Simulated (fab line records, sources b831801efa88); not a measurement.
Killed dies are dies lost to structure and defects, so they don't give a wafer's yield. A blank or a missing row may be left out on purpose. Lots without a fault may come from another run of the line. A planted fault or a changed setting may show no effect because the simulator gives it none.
Which tool did it? | flow gf180mcu | 11 lots, 33 wafers sampled, at 3 steps of a route of 602

WHAT THE GAUGES READ, wafer by wafer
GF_CONTACT_THK_MEAS_26: measures by xrf. Usual: CONTACT_W_THK 303 nm, standard deviation 3.1.
lot  | measured     | on            | CONTACT_W_THK (nm) | flag
L328 | day 16 07:06 | film_metro-02 | 308 308 307        |
L329 | day 16 15:51 | film_metro-03 | 302 307 307        |
L330 | day 16 18:40 | film_metro-02 | 303 300 305        |
L333 | day 18 02:31 | film_metro-03 | 305 302 307        |
L336 | day 19 05:08 | film_metro-03 | 302 308 306        |
L341 | day 21 01:49 | film_metro-02 | 303 304 303        |
L343 | day 21 17:46 | film_metro-04 | 301 299 299        |
L345 | day 22 05:46 | film_metro-03 | 303 299 303        |
L346 | day 22 11:20 | film_metro-02 | 303 298 303        |
L347 | day 23 02:56 | film_metro-03 | 306 300 307        |
L350 | day 23 20:57 | film_metro-03 | 303 307 303        |

GF_V1_THK_MEAS_03. Usual: V1_CVD_02_THK 850 nm, standard deviation 10.
lot  | measured     | on            | V1_CVD_02_THK (nm) | flag
L328 | day 17 07:16 | film_metro-02 | 829 852 849        |
L329 | day 17 16:38 | film_metro-01 | 855 871 859        |
L330 | day 17 19:47 | film_metro-04 | 847 860 853        |
L333 | day 19 03:58 | film_metro-01 | 844 845 859        |
L336 | day 20 06:59 | film_metro-04 | 833 857 842        |
L341 | day 22 03:25 | film_metro-04 | 838 859 862        |
L343 | day 22 18:38 | film_metro-01 | 1163 841 857       | OFF
L345 | day 23 06:15 | film_metro-02 | 1159 1165 851      | OFF
L346 | day 23 11:56 | film_metro-01 | 843 851 857        |
L347 | day 24 03:11 | film_metro-04 | 848 868 852        |
L350 | day 24 20:22 | film_metro-01 | 832 862 848        |

WHICH TOOL RAN EACH LOT (tool, then ch and the chambers of the sampled wafers, then the start)
lot  | GF_V1_CVD_02
L328 | pecvd-03 ch 1,2, day 17 07:10
L329 | pecvd-03 ch 1,2, day 17 16:34
L330 | pecvd-01 ch 0,1,2, day 17 19:41
L333 | pecvd-03 ch 0,1, day 19 03:53
L336 | pecvd-01 ch 0,2, day 20 06:55
L341 | pecvd-02 ch 0,2, day 22 03:19
L343 | pecvd-03 ch 0,1,2, day 22 18:34
L345 | pecvd-03 ch 0,2, day 23 06:11
L346 | pecvd-01 ch 0,1,2, day 23 11:52
L347 | pecvd-01 ch 0,1, day 24 03:05
L350 | pecvd-02 ch 0,1,2, day 24 20:18
- GF_V1_CVD_02: deposits SiO2 from TEOS, target thk 850 nm, time 94.851 s.

WHAT THE TOOLS THEMSELVES READ (means of the sampled wafers that have a number; where no wafer has one, the mark that the record gives instead)
GF_V1_CVD_02. Usual: heater_power_w 661 W, standard deviation 97; run_length_s 122.8 s, standard deviation 0.41.
lot  | tool     | heater_power_w (W) | run_length_s (s) | flag
L328 | pecvd-03 | 757                | 122.2            |
L329 | pecvd-03 | 681                | 122.2            |
L330 | pecvd-01 | 670                | 123.0            |
L333 | pecvd-03 | 630                | 122.9            |
L336 | pecvd-01 | 632                | 123.2            |
L341 | pecvd-02 | 587                | 122.8            |
L343 | pecvd-03 | 687                | 134.8            | OFF
L345 | pecvd-03 | 763                | 146.5            | OFF
L346 | pecvd-01 | 662                | 122.7            |
L347 | pecvd-01 | 700                | 122.6            |
L350 | pecvd-02 | 544                | 123.1            |

THE ANSWER, worked out from the rows above alone
Rule: a lot is off if the mean of its wafers that have a number lies more than 3 standard deviations from the usual mean. A lot without any number at a reading at which 4 lots or more have one is off too. The other lots that the step has rows for count as sound. The gauges are gone through in route order, then the tools' own readings, and for those a lot's mean is taken as printed above. The first step at which some lot is off is used, and at that step the reading that is off furthest; a lot without a number counts as furthest.
Off: L343, L345, at GF_V1_THK_MEAS_03 (V1_CVD_02_THK).
A tool fits if, at a process step before that reading, it ran every lot that is off, and no sound lot after the first of them. The gauges at GF_V1_THK_MEAS_03 aren't tried: what is off there is off at GF_V1_CVD_02 too, on other tools, and a gauge's error can't cause that. One fits: pecvd-03 at GF_V1_CVD_02. Its last sound lot is L333 (day 19 03:53), its first lot that is off L343 (day 22 18:34): a fault that began between those two fits.
The tool's own readings at GF_V1_CVD_02 bear it out: on the lots that are off they differ by more than 5 times the standard deviation of the sound lots' means. run_length_s reads 140.7 s there against 122.7 s on the sound lots.

WHAT THE SIMULATOR HAD PUT IN
Process parameter drift: pecvd-03, from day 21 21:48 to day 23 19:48, at GF_V1_CVD_02. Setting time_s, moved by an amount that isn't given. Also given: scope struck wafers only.
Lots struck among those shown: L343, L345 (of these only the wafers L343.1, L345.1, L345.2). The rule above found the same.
